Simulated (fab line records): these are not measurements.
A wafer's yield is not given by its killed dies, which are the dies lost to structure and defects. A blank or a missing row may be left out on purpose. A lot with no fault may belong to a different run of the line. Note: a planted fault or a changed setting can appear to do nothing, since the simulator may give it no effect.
A single fault, viewed from 2 desks ; flow sky130 ; each desk holds nothing but its own numbers, with what lay behind them at the end

AT THE METROLOGY DESK
Lot by lot, what the gauges showed, no matter which tool ran the lot: averages of those sampled wafers that carry a number. The brackets show how far a lot's mean lies from the usual mean; more than 4 standard deviations puts the lot out of limits, marked OUT.
Columns: A = VIA4_BOW at SKY_VIA4_BOW_MEAS_03, usual 81 um; B = VIA4_W_THK at SKY_VIA4_THK_MEAS_20, usual 491 nm
lot;first seen here;A;B
L794;day 41 21:53;74;490
L795;day 42 13:25;75;490
L797;day 43 04:04;83;493
L798;day 43 11:19;89;495
L799;day 43 15:06;83;489
L800;day 43 23:17;79;493
L801;day 44 09:01;78;490
L803;day 44 18:49;80;488
L804;day 45 02:04;81;484
L805;day 45 03:03;84;487
L806;day 45 12:36;86;497
L809;day 46 09:49;89;491
L817;day 48 11:09;75;493
Result from this desk: across the 13 lots, nothing is out of limits.

DESK OF THE TOOL OWNER: plasmaAsher-02
The tool's own readings at SKY_VT_ADJUST_HVTR_STRIP_10 (strips in O2/N2): means of the sampled wafers that have a number, for each lot that ran on this tool. The brackets show how far a lot's mean lies from the usual mean; more than 4 standard deviations puts the lot out of limits, marked OUT.
Columns: A = drypumpMotorCurrentA at SKY_VT_ADJUST_HVTR_STRIP_10, usual 5.5 A; B = oesProductAu at SKY_VT_ADJUST_HVTR_STRIP_10, usual 0.716 a.u.; C = stripTimeToEndpointS at SKY_VT_ADJUST_HVTR_STRIP_10, usual 14.18 s
lot;first seen here;A;B;C
L794;day 9 10:55;5.6;0.717;14.21
L798;day 10 17:17;5.6;0.720;14.18
L800;day 11 09:31;5.9;0.715;14.23
L801;day 11 20:47;5.3;0.716;14.17
L803;day 12 09:49;5.6;0.717;14.20
L804;day 12 14:01;5.6;0.722;14.16
L805;day 12 21:23;5.3;0.716;14.19
L806;day 13 05:11;5.3;0.713;14.17
L809;day 14 06:35;5.3;0.716;14.18
Result from this desk: across the 9 lots, nothing is out of limits.

BROUGHT TOGETHER
The metrology desk saw nothing out of limits.
Nothing out of limits was seen by the tool owner's desk.

WHAT THE SIMULATOR PUT IN
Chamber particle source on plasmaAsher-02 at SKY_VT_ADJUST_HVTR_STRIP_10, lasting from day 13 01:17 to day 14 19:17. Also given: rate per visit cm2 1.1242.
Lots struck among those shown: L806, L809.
